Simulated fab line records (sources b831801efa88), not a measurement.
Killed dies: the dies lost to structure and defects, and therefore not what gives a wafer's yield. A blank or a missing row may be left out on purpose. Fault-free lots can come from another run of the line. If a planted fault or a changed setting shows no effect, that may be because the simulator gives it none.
Struck lot and sound lot, side by side + flow sky130 + 15 out of 708 route steps
Sound: these wafers, L650.2, L650.4, L650.6. Wafers struck: L660.1, L660.4, L660.5. The cause comes at the end.
Per side, at each step with rows, come the tool, then ch with its chambers, and then its first start. Under that, the readings that differ: sound wafers + struck wafers + difference of the means + sigmas: that difference in standard deviations of wafers without a fault.
alike: readings whose means differ by less than 2 such deviations, and words and numbers that are the same on both sides. not compared: withheld readings, readings that some wafer has no value for, bounds like >300 that may hide the same value, and numbers for which the record gives no deviation and whose values overlap.
The two part at a step that has a row with sigmas, a row that says differs or no value, or rows on one side only. Non-overlapping numbers with no deviation appear without sigmas and do not part them. A reading that every wafer of one side lacks parts them only if that side has two wafers or more.

first, 2 steps without rows for these wafers: SKY_DNWELL_DEVELOP_06 (develop time 60 s); SKY_DNWELL_IMPLANT_07.
SKY_DNWELL_STRIP_08: strips in O2/N2.
  sound on plasma_asher-02 ch 0,1, day 5 07:14; struck on plasma_asher-02 ch 0,1, day 7 10:50
  alike: drypump_motor_current_A, oes_product_au, strip_time_to_endpoint_s
  not compared: rf_hours_counter_h
SKY_DNWELL_TW_MEAS_09:
  sound on film_metro-03 at day 5 07:20; struck on film_metro-04 at day 7 10:56
| reading   | sound          | struck         | difference | sigmas |
|-----------|----------------|----------------|------------|--------|
| DNWELL_TW | 1137 1134 1139 | 1114 1115 1110 | -24        | -3     |
then, 7 steps without rows for these wafers: SKY_PWDE_DEHYDRATE_00 (time 60 s); SKY_PWDE_HMDS_01 (prime time 60 s); SKY_PWDE_COAT_02 (resist thk 3000 nm); SKY_PWDE_SOFTBAKE_03; SKY_PWDE_EXPOSE_04 (exposes mask PWDEM, target cd 840 nm); SKY_PWDE_PEB_05; SKY_PWDE_DEVELOP_06 (develop time 60 s).
SKY_PWDE_OVL_MEAS_07:
  sound on overlay-02 at day 6 01:05; struck on overlay-02 at day 8 07:22
  alike: PWDE_OVL
SKY_PWDE_IMPLANT_08:
  sound on implanter-04 ch 0, day 6 01:09; struck on implanter-03 ch 0, day 8 07:27
| reading                   | sound                | struck               | difference | sigmas |
|---------------------------|----------------------|----------------------|------------|--------|
| beam_energy_keV           | 149.90 150.01 149.99 | 147.57 147.62 147.62 | -2.36      | -50    |
| model.implant.drp_nm (nm) | 97.97 97.97 97.97    | 97.36 97.36 97.36    | -0.61      |        |
  alike: faraday_current_uA
SKY_PWDE_STRIP_09: strips in O2/N2.
  sound on plasma_asher-01 ch 0,1, day 6 01:16; struck on plasma_asher-04 ch 0, day 8 07:36
  alike: drypump_motor_current_A, oes_product_au, strip_time_to_endpoint_s
  not compared: rf_hours_counter_h
-- the record jumps here: 42 days lie between the struck wafers' starts before and after (it left off in module PWDE and takes up again in module PAD_OPEN, whose first step shown is number 708 of the route) --
SKY_PAD_OPEN_PROBE_99:
  sound on prober-02 at day 47 23:01; struck on prober-02 at day 50 07:03
| reading         | sound | struck | difference | sigmas |
|-----------------|-------|--------|------------|--------|
| killed_at_other | 0 0 0 | 0 3 1  | +1         | +3     |
  alike: killed_at_M0_to_M3, killed_at_M4_up, killed_at_contacts, killed_at_front_end, killed_dies, killed_open, killed_short

WHERE THEY PART
Last at SKY_PAD_OPEN_PROBE_99 as far as this record goes, first at SKY_DNWELL_TW_MEAS_09.

WHY: the cause the simulator had injected
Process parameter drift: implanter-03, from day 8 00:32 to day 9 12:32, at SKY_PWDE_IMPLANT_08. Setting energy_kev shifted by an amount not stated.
